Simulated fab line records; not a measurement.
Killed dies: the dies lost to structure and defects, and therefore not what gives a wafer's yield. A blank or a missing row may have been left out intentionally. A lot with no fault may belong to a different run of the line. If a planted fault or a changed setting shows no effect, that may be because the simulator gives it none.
fab line records | flow sky130 | part 1 of 2: steps 1 to 43 of 44
record lots=6 wafers=18 last-day=49
route steps=708 shown SONOS_TUNNEL@160 SONOS_ONO@168 GATE_OXIDE@187 PAD_OPEN@708
lots that met no fault: taken from a fault-free run of the same line
start-h: hours from the record's opening day to when the first of the lot's shown wafers began | wait-h: hours elapsed since this lot's preceding step | " unchanged from the row above | L1.1+2: a row that stands for several wafers | - no value, or no start was given | * or withheld: withheld | < > ~ a bound
route shown NAME@n: NAME is a module with steps in the file, n the number in the route of the first one | usual: average and standard deviation across the fault-free wafers | same: alike in all rows | chamber/n: place in a boat | sites: each site's reading | _std_site: how widely they spread, as a standard deviation | _edge_site: the outer-site mean with the inner-site mean subtracted | radius-mm: how far each site lies from the wafer's centre | mask NAME#n: copy n | behind: the last tool/chamber to shape the wafer | hold: what put the lot on hold/how long, in hours/how the hold closed | device: which transistor (n, p or np) failed to switch | end of line: the route-end tests of the same wafers | a step without rows: its recipe alone | killed: not the wafer's yield, but the dies lost to structure and defects at the first sort | map: per-die view of a wafer (x killed, . not killed, _ where there is no die)
set.NAME: the setting as run; set.NAME@STEP: as run at that earlier step | model.NAME: the simulator's own value behind a step, which no gauge read
a table for each step, a row for each wafer; lots at some steps of the route
services: the hour from which a tool's chamber was out of use, counted from the record's first day as start-h (under 0 if before that day), plus the number of hours and why
## steps
# step SKY_SONOS_TUNNEL_DEVELOP_06
# recipe resist=NOVOLAK developer=TMAH develop-time-s=60 dev-temp-c=23
# step SKY_SONOS_TUNNEL_CD_MEAS_07
# recipe target-cd-nm=410
# usual cd-nm=409.4/2.1
# columns lot.wafer tool chamber start-h wait-h cd-nm
L922.1 cd-sem-01 - 252.33 0.1 409.7
L922.2 " - " " 410.9
L922.6 " - " " 413.1
L928.2 cd-sem-02 - 292.34 0.1 405.8
L928.4 " - " " 408.8
L928.6 " - " " 406.5
L931.2 cd-sem-01 - 321.29 0.1 409.5
L931.3 " - " " 408.0
L931.5 " - " " 407.9
L934.1 cd-sem-02 - 344.12 0.1 410.7
L934.3 " - " " 408.6
L934.6 " - " " 409.7
L938.2 cd-sem-01 - 375.00 0.1 408.1
L938.3 " - " " 407.9
L938.4 " - " " 406.2
L939.2 cd-sem-01 - 389.15 0.1 408.5
L939.3 " - " " 406.7
L939.4 " - " " 405.9
# step SKY_SONOS_TUNNEL_OVL_MEAS_08
# usual SONOS_TUNNEL_OVL=-0.5/1.5
# columns lot.wafer tool chamber start-h wait-h SONOS_TUNNEL_OVL[nm]
L922.1 overlay-01 - 252.45 0.1 0.6
L922.2 " - " " 0.7
L922.6 " - " " -0.1
L928.2 overlay-02 - 292.45 0.1 -3.5
L928.4 " - " " 0.8
L928.6 " - " " 0.9
L931.2 overlay-01 - 321.39 0.1 -0.9
L931.3 " - " " 1.8
L931.5 " - " " 2.2
L934.1 overlay-02 - 344.24 0.1 -2.3
L934.3 " - " " -1.1
L934.6 " - " " 0.0
L938.2 overlay-01 - 375.11 0.1 -1.5
L938.3 " - " " -2.6
L938.4 " - " " -2.2
L939.2 overlay-01 - 389.26 0.1 0.0
L939.3 " - " " 1.2
L939.4 " - " " 1.0
# step SKY_SONOS_TUNNEL_IMPLANT_09
# recipe species=B energy-kev=19.61 dose-cm2=1e+12 tilt-deg=withheld
# step SKY_SONOS_TUNNEL_WET_ETCH_10
# recipe chemistry=dHF target-depth-nm=14 target=SiO2 dilution=100:1 temp-c=25 time-s=280
# step SKY_SONOS_TUNNEL_STRIP_11
# recipe chemistry=SPM time-s=600 temp-c=130
# step SKY_SONOS_TUNNEL_TW_MEAS_12
# usual SONOS_TUNNEL_TW=196.3/1.4
# columns lot.wafer tool chamber start-h wait-h SONOS_TUNNEL_TW
L922.1 film-metro-02 - 252.91 0.0 196.6
L922.2 " - " " 195.9
L922.6 " - " " 196.3
L928.2 film-metro-02 - 292.90 0.0 194.5
L928.4 " - " " 195.4
L928.6 " - " " 195.2
L931.2 film-metro-04 - 321.87 0.0 196.5
L931.3 " - " " 195.3
L931.5 " - " " 197.1
L934.1 film-metro-01 - 344.68 0.0 198.6
L934.3 " - " " 198.8
L934.6 " - " " 197.7
L938.2 film-metro-04 - 375.77 0.0 196.4
L938.3 " - " " 195.6
L938.4 " - " " 196.5
L939.2 film-metro-01 - 389.97 0.0 196.6
L939.3 " - " " 196.9
L939.4 " - " " 196.6
# step SKY_SONOS_TUNNEL_CLEAN_13
# recipe chemistry=dHF time-s=20 dilution=100:1 dry=ipa-marangoni
# step SKY_SONOS_ONO_OXIDATION_00
# recipe temp-c=800 ambient=O2 idle-temp-c=700 ramp-up-c-per-min=10 ramp-down-c-per-min=3 stabilise-s=600 purge-s=300 target-thk-a=26 ox-time-s=1249
# step SKY_SONOS_ONO_THK_MEAS_01
# recipe reads=SiO2_of_SONOS_ONO_OXIDATION_00
# usual SONOS_ONO_OXIDATION_THK=2.63/0.054
# columns lot.wafer tool chamber start-h wait-h SONOS_ONO_OXIDATION_THK[nm]
L922.1 film-metro-01 - 254.75 0.0 2.74
L922.2 " - " " 2.77
L922.6 " - " " 2.70
L928.2 film-metro-03 - 295.42 0.0 2.66
L928.4 " - " " 2.76
L928.6 " - " " 2.71
L931.2 film-metro-01 - 324.76 0.0 2.64
L931.3 " - " " 2.62
L931.5 " - " " 2.63
L934.1 film-metro-03 - 348.85 0.0 2.62
L934.3 " - " " 2.72
L934.6 " - " " 2.67
L938.2 film-metro-02 - 378.79 0.0 2.56
L938.3 " - " " 2.58
L938.4 " - " " 2.62
L939.2 film-metro-02 - 392.19 0.0 2.68
L939.3 " - " " 2.68
L939.4 " - " " 2.64
# step SKY_SONOS_ONO_CVD_02
# recipe material=Si3N4 precursor=DCS/NH3 target-thk-nm=10.5 temp-c=770 time-s=180 pressure-mtorr=250
# step SKY_SONOS_ONO_THK_MEAS_03
# recipe reads=Si3N4_of_SONOS_ONO_CVD_02
# usual SONOS_ONO_CVD_02_THK=10.45/0.18
# columns lot.wafer tool chamber start-h wait-h SONOS_ONO_CVD_02_THK[nm]
L922.1 film-metro-02 - 256.30 0.0 10.64
L922.2 " - " " 10.52
L922.6 " - " " 10.38
L928.2 film-metro-03 - 297.17 0.0 10.34
L928.4 " - " " 10.33
L928.6 " - " " 10.31
L931.2 film-metro-01 - 325.87 0.0 10.10
L931.3 " - " " 10.32
L931.5 " - " " 10.22
L934.1 film-metro-01 - 350.91 0.0 10.59
L934.3 " - " " 10.44
L934.6 " - " " 10.41
L938.2 film-metro-02 - 381.54 0.0 10.49
L938.3 " - " " 10.38
L938.4 " - " " 10.60
L939.2 film-metro-01 - 393.30 0.0 10.53
L939.3 " - " " 10.52
L939.4 " - " " 10.48
# step SKY_SONOS_ONO_CVD_04
# recipe material=SiO2 precursor=SiH4/N2O target-thk-nm=5.7199 temp-c=900 pressure-mtorr=400
# usual spike-tc-upper-C=899.9/1.2 zone-power-top-pct=33.7/0.79
# columns lot.wafer tool chamber start-h wait-h spike-tc-upper-C zone-power-top-pct model.SiO2_of_SONOS_ONO_CVD_04.thk-nm
L922.1 lpcvd-03 0 256.36 0.1 900.6 34.2 5.741
L922.2 " 0 " " 898.6 34.2 5.683
L922.6 " 0 " " 901.2 34.1 5.777
L928.2 lpcvd-03 0 297.22 0.0 899.5 34.3 5.551
L928.4 " 0 " " 899.8 34.0 5.607
L928.6 " 0 " " 901.0 34.3 5.525
L931.2 lpcvd-03 1 325.92 0.0 899.4 32.8 5.832
L931.3 " 1 " " 901.6 32.5 5.867
L931.5 " 1 " " 901.5 32.8 5.894
L934.1 lpcvd-03 0 350.97 0.1 900.4 34.5 5.641
L934.3 " 0 " " 898.1 34.5 5.663
L934.6 " 0 " " 899.9 34.2 5.669
L938.2 lpcvd-03 1 381.59 0.0 901.2 32.2 7.195
L938.3 " 1 " " 901.6 32.8 7.087
L938.4 " 1 " " 900.4 32.3 7.064
L939.2 lpcvd-03 0 393.35 0.0 900.0 34.3 7.017
L939.3 " 0 " " 897.6 34.2 7.07
L939.4 " 0 " " 900.7 34.0 7.142
# step SKY_SONOS_ONO_THK_MEAS_05
# recipe reads=SiO2_of_SONOS_ONO_CVD_04
# usual SONOS_ONO_CVD_04_THK=5.73/0.1
# columns lot.wafer tool chamber start-h wait-h SONOS_ONO_CVD_04_THK[nm]
L922.1 film-metro-02 - 257.61 0.0 5.74
L922.2 " - " " 5.66
L922.6 " - " " 5.76
L928.2 film-metro-01 - 298.48 0.0 5.58
L928.4 " - " " 5.60
L928.6 " - " " 5.53
L931.2 film-metro-01 - 327.81 0.0 5.85
L931.3 " - " " 5.86
L931.5 " - " " 5.88
L934.1 film-metro-03 - 352.22 0.0 5.67
L934.3 " - " " 5.63
L934.6 " - " " 5.71
L938.2 film-metro-01 - 382.85 0.0 7.25
L938.3 " - " " 7.05
L938.4 " - " " 7.08
L939.2 film-metro-02 - 394.61 0.0 6.94
L939.3 " - " " 7.05
L939.4 " - " " 7.14
# step SKY_SONOS_ONO_DEHYDRATE_06
# recipe temp-c=200 time-s=60
# step SKY_SONOS_ONO_HMDS_07
# recipe prime-time-s=60 prime-temp-c=120
# step SKY_SONOS_ONO_COAT_08
# recipe resist=NOVOLAK spin-rpm=3000 resist-thk-nm=1140
# step SKY_SONOS_ONO_SOFTBAKE_09
# recipe temp-c=90 time-s=60 resist=NOVOLAK
# step SKY_SONOS_ONO_EXPOSE_10
# recipe mask-id=ONOM target-cd-nm=410 na=0.6 source-shape=conventional sigma-outer=0.6 dose-mj=150
# step SKY_SONOS_ONO_PEB_11
# recipe temp-c=withheld time-s=* resist=NOVOLAK
# step SKY_SONOS_ONO_DEVELOP_12
# recipe develop-time-s=60 dev-temp-c=23
# step SKY_SONOS_ONO_CD_MEAS_13
# recipe target-cd-nm=410
# usual cd-nm=410.0/2
# columns lot.wafer tool chamber start-h wait-h cd-nm
L922.1 cd-sem-02 - 281.93 0.1 409.9
L922.2 " - " " 409.1
L922.6 " - " " 410.9
L928.2 cd-sem-01 - 324.50 0.1 413.9
L928.4 " - " " 410.6
L928.6 " - " " 410.4
L931.2 cd-sem-01 - 354.72 0.1 414.3
L931.3 " - " " 411.7
L931.5 " - " " 409.2
L934.1 cd-sem-02 - 380.20 0.1 408.2
L934.3 " - " " 408.0
L934.6 " - " " 408.9
L938.2 cd-sem-01 - 412.04 0.1 411.2
L938.3 " - " " 410.3
L938.4 " - " " 409.2
L939.2 cd-sem-02 - 424.52 0.1 408.8
L939.3 " - " " 407.7
L939.4 " - " " 409.1
# step SKY_SONOS_ONO_OVL_MEAS_14
# usual SONOS_ONO_OVL=0.9/1.3
# columns lot.wafer tool chamber start-h wait-h SONOS_ONO_OVL[nm]
L922.1 overlay-02 - 282.05 0.1 0.9
L922.2 " - " " 2.7
L922.6 " - " " 0.4
L928.2 overlay-02 - 324.61 0.1 3.7
L928.4 " - " " 1.7
L928.6 " - " " 1.1
L931.2 overlay-01 - 354.83 0.1 3.6
L931.3 " - " " 3.6
L931.5 " - " " 2.2
L934.1 overlay-02 - 380.32 0.1 2.4
L934.3 " - " " 1.1
L934.6 " - " " 0.3
L938.2 overlay-02 - 412.14 0.1 1.5
L938.3 " - " " 1.1
L938.4 " - " " 2.1
L939.2 overlay-02 - 424.63 0.1 1.3
L939.3 " - " " 2.4
L939.4 " - " " 1.4
# step SKY_SONOS_ONO_ETCH_15
# recipe target-depth-nm=19.52 chemistry=CHF3/O2 source-w=600 bias-w=200 pressure-mtorr=40 chf3-flow-sccm=50 O2_flow_sccm=5 time-s=7.8
# usual chf3-flow-sccm=49.98/0.14 drypump-motor-current-A=5.7/0.47 oes-product-au=1.001/0.0075 throttle-valve-pct=8.824/0.0083
# columns lot.wafer tool chamber start-h wait-h chf3-flow-sccm drypump-motor-current-A oes-product-au rf-hours-counter-h throttle-valve-pct
L922.1 rie-diel-01 1 282.09 0.0 49.95 6.2 1.003 10 8.817
L922.2 " 2 " " 50.16 4.8 0.980 5 8.825
L922.6 " 1 " " 49.93 6.2 1.000 - 8.837
L928.2 rie-diel-02 0 324.64 0.0 50.06 5.6 1.000 43 8.812
L928.4 " 2 " " 49.89 5.4 1.002 3 8.828
L928.6 " 2 " " 49.70 5.4 1.005 - 8.829
L931.2 rie-diel-04 1 354.86 0.0 49.98 5.9 0.994 48 8.811
L931.3 " 0 " " 49.93 5.1 1.007 65 8.828
L931.5 " 3 " " 49.94 6.4 0.988 - 8.832
L934.1 rie-diel-01 0 380.36 0.0 50.15 6.2 1.009 12 8.831
L934.3 " 3 " " 50.25 6.1 1.002 2 8.815
L934.6 " 1 " " 49.87 6.2 1.018 - 8.832
L938.2 rie-diel-02 3 412.17 0.0 49.99 5.4 0.996 100 8.823
L938.3 " 0 " " 50.25 5.6 1.007 45 8.825
L938.4 " 2 " " 49.99 5.4 1.011 4 8.832
L939.2 rie-diel-04 0 424.66 0.0 50.03 5.1 1.000 66 8.818
L939.3 " 2 " " 49.95 5.9 1.009 18 8.822
L939.4 " 3 " " 49.77 6.4 1.000 95 8.810
# step SKY_SONOS_ONO_WET_ETCH_16
# recipe chemistry=dHF target-depth-nm=14 dry=n2-spin target=SiO2 dilution=100:1 temp-c=25 time-s=280
# step SKY_SONOS_ONO_STRIP_17
# recipe chemistry=O2/N2 power-w=1400 pressure-mtorr=1500 platen-temp-c=withheld o2-flow-sccm=3000 n2-flow-sccm=300 overash-fraction=0.5
# usual drypump-motor-current-A=5.7/0.32 oes-product-au=0.710/0.0044 strip-time-to-endpoint-s=14.11/0.041
# columns lot.wafer tool chamber start-h wait-h drypump-motor-current-A oes-product-au rf-hours-counter-h strip-time-to-endpoint-s
L922.1 plasma-asher-04 0 282.20 0.0 5.7 0.719 59 14.11
L922.2 " 1 " " 6.1 0.708 59 14.13
L922.6 " 1 " " 6.1 0.710 - 14.15
L928.2 plasma-asher-04 0 324.85 0.0 5.7 0.706 63 14.07
L928.4 " 0 " " 5.7 0.713 - 14.06
L928.6 " 0 " " 5.7 0.705 - 14.03
L931.2 plasma-asher-03 1 354.97 0.0 5.3 0.711 20 14.12
L931.3 " 1 " " 5.3 0.711 - 14.09
L931.5 " 1 " " 5.3 0.709 - 14.10
L934.1 plasma-asher-03 1 380.47 0.0 5.3 0.700 23 14.14
L934.3 " 1 " " 5.2 0.711 - 14.13
L934.6 " 1 " " 5.3 0.717 - 14.09
L938.2 plasma-asher-04 1 412.28 0.0 6.1 0.710 72 14.07
L938.3 " 1 " " 6.1 0.705 - 14.09
L938.4 " 0 " " 5.7 0.709 - 14.08
L939.2 plasma-asher-03 0 424.77 0.0 5.8 0.708 27 14.13
L939.3 " 1 " " 5.2 0.717 - 14.16
L939.4 " 0 " " 5.9 0.715 - 14.12
# step SKY_SONOS_ONO_WET_ETCH_18
# recipe chemistry=H3PO4 target-depth-nm=15 target=Si3N4 temp-c=160 time-s=172
# step SKY_GATE_OXIDE_CLEAN_00
# recipe chemistry=SC1/SC2 mix=1:4:20 temp-c=70 time-s=150 dry=n2-spin
# step SKY_GATE_OXIDE_OXIDATION_01
# recipe temp-c=900 ambient=O2 stabilise-s=600 purge-s=300 target-thk-a=102.68 ox-time-s=1473
# step SKY_GATE_OXIDE_THK_MEAS_02
# recipe reads=SiO2_of_GATE_OXIDE_OXIDATION_01
# usual GATE_OXIDE_OXIDATION_00_THK=10.37/0.25
# columns lot.wafer tool chamber start-h wait-h GATE_OXIDE_OXIDATION_00_THK[nm]
L922.1 film-metro-03 - 284.52 0.0 10.60
L922.2 " - " " 10.68
L922.6 " - " " 10.61
L928.2 film-metro-03 - 326.97 0.0 10.67
L928.4 " - " " 10.67
L928.6 " - " " 10.73
L931.2 film-metro-04 - 358.07 0.0 10.20
L931.3 " - " " 10.10
L931.5 " - " " 10.13
L934.1 film-metro-04 - 382.09 0.0 10.20
L934.3 " - " " 10.02
L934.6 " - " " 10.19
L938.2 film-metro-02 - 414.48 0.0 10.12
L938.3 " - " " 10.28
L938.4 " - " " 10.21
L939.2 film-metro-02 - 426.40 0.0 9.98
L939.3 " - " " 10.15
L939.4 " - " " 9.97
# step SKY_GATE_OXIDE_DEHYDRATE_03
# recipe temp-c=200 time-s=60
# step SKY_GATE_OXIDE_HMDS_04
# recipe prime-time-s=60 prime-temp-c=120
# step SKY_GATE_OXIDE_COAT_05
# recipe resist=NOVOLAK spin-rpm=3000 resist-thk-nm=1140
# step SKY_GATE_OXIDE_SOFTBAKE_06
# recipe temp-c=90 time-s=60 resist=NOVOLAK
# step SKY_GATE_OXIDE_EXPOSE_07
# recipe mask-id=LVOM na=0.6 source-shape=conventional sigma-outer=0.6 polarization=unpolarized target-cd-nm=600 dose-mj=170
# step SKY_GATE_OXIDE_PEB_08
# recipe temp-c=withheld time-s=* resist=NOVOLAK
# step SKY_GATE_OXIDE_DEVELOP_09
# recipe resist=NOVOLAK developer=TMAH develop-time-s=60 dev-temp-c=22.28
# step SKY_GATE_OXIDE_OVL_MEAS_10
# usual GATE_OXIDE_OVL=0.4/1.5
# columns lot.wafer tool chamber start-h wait-h GATE_OXIDE_OVL[nm]
L922.1 overlay-02 - 309.83 0.1 0.3
L922.2 " - " " 2.1
L922.6 " - " " 0.2
L928.2 overlay-02 - 353.83 0.1 -0.4
L928.4 " - " " -0.5
L928.6 " - " " -0.3
L931.2 overlay-01 - 386.31 0.1 1.2
L931.3 " - " " -0.2
L931.5 " - " " -0.7
L934.1 overlay-01 - 410.92 0.1 -2.0
L934.3 " - " " 0.0
L934.6 " - " " 0.7
L938.2 overlay-02 - 444.54 0.1 1.1
L938.3 " - " " 1.1
L938.4 " - " " 1.5
L939.2 overlay-01 - 457.33 0.1 -2.9
L939.3 " - " " 0.1
L939.4 " - " " -1.0
# step SKY_GATE_OXIDE_IMPLANT_11
# recipe species=B energy-kev=10 dose-cm2=2.6e+12 tilt-deg=withheld
# step SKY_GATE_OXIDE_WET_ETCH_12
# recipe chemistry=dHF target-depth-nm=16.8 dry=n2-spin target=SiO2 dilution=100:1 temp-c=25 time-s=336
# step SKY_GATE_OXIDE_STRIP_13
# recipe chemistry=O2/N2 power-w=1400 pressure-mtorr=1500 platen-temp-c=withheld o2-flow-sccm=3000 n2-flow-sccm=300 overash-fraction=0.5
# usual drypump-motor-current-A=5.8/0.35 oes-product-au=0.716/0.0046 strip-time-to-endpoint-s=14.20/0.035
# columns lot.wafer tool chamber start-h wait-h drypump-motor-current-A oes-product-au rf-hours-counter-h strip-time-to-endpoint-s
L922.1 plasma-asher-04 1 310.12 0.0 6.1 0.709 62 14.15
L922.2 " 0 " " 5.7 0.720 62 14.22
L922.6 " 0 " " 5.7 0.712 - 14.11
L928.2 plasma-asher-01 1 354.11 0.0 6.3 0.717 56 14.20
L928.4 " 1 " " 6.2 0.719 - 14.19
L928.6 " 1 " " 6.3 0.719 - 14.15
L931.2 plasma-asher-01 0 386.59 0.0 5.5 0.710 59 14.21
L931.3 " 0 " " 5.5 0.710 - 14.23
L931.5 " 1 " " 6.2 0.717 - 14.20
L934.1 plasma-asher-03 0 411.21 0.0 5.9 0.718 26 14.20
L934.3 " 1 " " 5.2 0.708 - 14.18
L934.6 " 1 " " 5.2 0.724 - 14.19
L938.2 plasma-asher-01 0 444.83 0.0 5.4 0.711 65 14.24
L938.3 " 1 " " 6.2 0.710 - 14.26
L938.4 " 0 " " 5.4 0.715 - 14.24
L939.2 plasma-asher-01 0 457.62 0.0 5.4 0.722 66 14.23
L939.3 " 1 " " 6.2 0.719 - 14.20
L939.4 " 0 " " 5.4 0.715 - 14.20
# step SKY_GATE_OXIDE_TW_MEAS_14
# usual GATE_OXIDE_TW=223.3/1.4
# columns lot.wafer tool chamber start-h wait-h GATE_OXIDE_TW
L922.1 film-metro-04 - 310.22 0.1 222.1
L922.2 " - " " 222.2
L922.6 " - " " 222.2
L928.2 film-metro-04 - 354.22 0.1 224.1
L928.4 " - " " 224.6
L928.6 " - " " 224.0
L931.2 film-metro-04 - 386.70 0.1 220.5
L931.3 " - " " 223.3
L931.5 " - " " 221.1
L934.1 film-metro-02 - 411.31 0.1 225.7
L934.3 " - " " 224.7
L934.6 " - " " 224.4
L938.2 film-metro-04 - 444.94 0.1 225.1
L938.3 " - " " 224.6
L938.4 " - " " 225.1
L939.2 film-metro-04 - 457.73 0.1 223.5
L939.3 " - " " 224.3
L939.4 " - " " 224.7
# step SKY_GATE_OXIDE_CLEAN_15
# recipe chemistry=SC1/SC2 mix=1:4:20 temp-c=70 time-s=150 dry=n2-spin
# columns lot.wafer tool chamber start-h wait-h model.SiO2_of_SONOS_ONO_CVD_04.thk-nm
L922.1 wet-bench-03 1 310.28 0.1 4.22
L922.2 " 1 " " 4.159
L922.6 " 1 " " 4.252
L928.2 wet-bench-03 1 354.27 0.0 4.064
L928.4 " 1 " " 4.121
L928.6 " 1 " " 4.037
L931.2 wet-bench-01 1 386.75 0.0 4.32
L931.3 " 1 " " 4.351
L931.5 " 1 " " 4.377
L934.1 wet-bench-01 1 411.37 0.1 4.117
L934.3 " 1 " " 4.147
L934.6 " 1 " " 4.148
L938.2 wet-bench-03 3 444.99 0.0 5.686
L938.3 " 3 " " 5.575
L938.4 " 3 " " 5.555
L939.2 wet-bench-01 0 457.78 0.0 5.492
L939.3 " 0 " " 5.543
L939.4 " 0 " " 5.619
## key
first-sign step=SKY_SONOS_ONO_THK_MEAS_05 reading=SONOS_ONO_CVD_04_THK direction=up sigmas=13 usual=5.73 struck=7.09
effect none on later readings
model-effect step=SKY_SONOS_ONO_CVD_04 value=SiO2_of_SONOS_ONO_CVD_04.thk-nm without=5.79 struck=7.096
model-effect step=SKY_GATE_OXIDE_CLEAN_15 value=SiO2_of_SONOS_ONO_CVD_04.thk-nm without=4.273 struck=5.578
model-effect step=SKY_PAD_OPEN_PROBE_99 value=etest.sonos-erased.drive-ua-um without=180.3 struck=102.8
met-at SKY_SONOS_ONO_CVD_04
struck-wafers L938.2,L938.3,L938.4,L939.2,L939.3,L939.4
tester-left-out L938,L939
onset-between 350.97 381.59
also-fits time
fault kind=process-parameter-drift tool=lpcvd-03 chamber=- onset-h=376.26 steps=SKY_SONOS_ONO_CVD_04 channel=time-s offset=* shape=step end-h=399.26 stated=*
# tester-left-out: of these lots the tester's yield and bins aren't shown, on N5 and GAA mostly nor the transistor test; their killed dies are dies lost to structure and defects alone, not to doping, threshold or leakage, so they don't give the yield
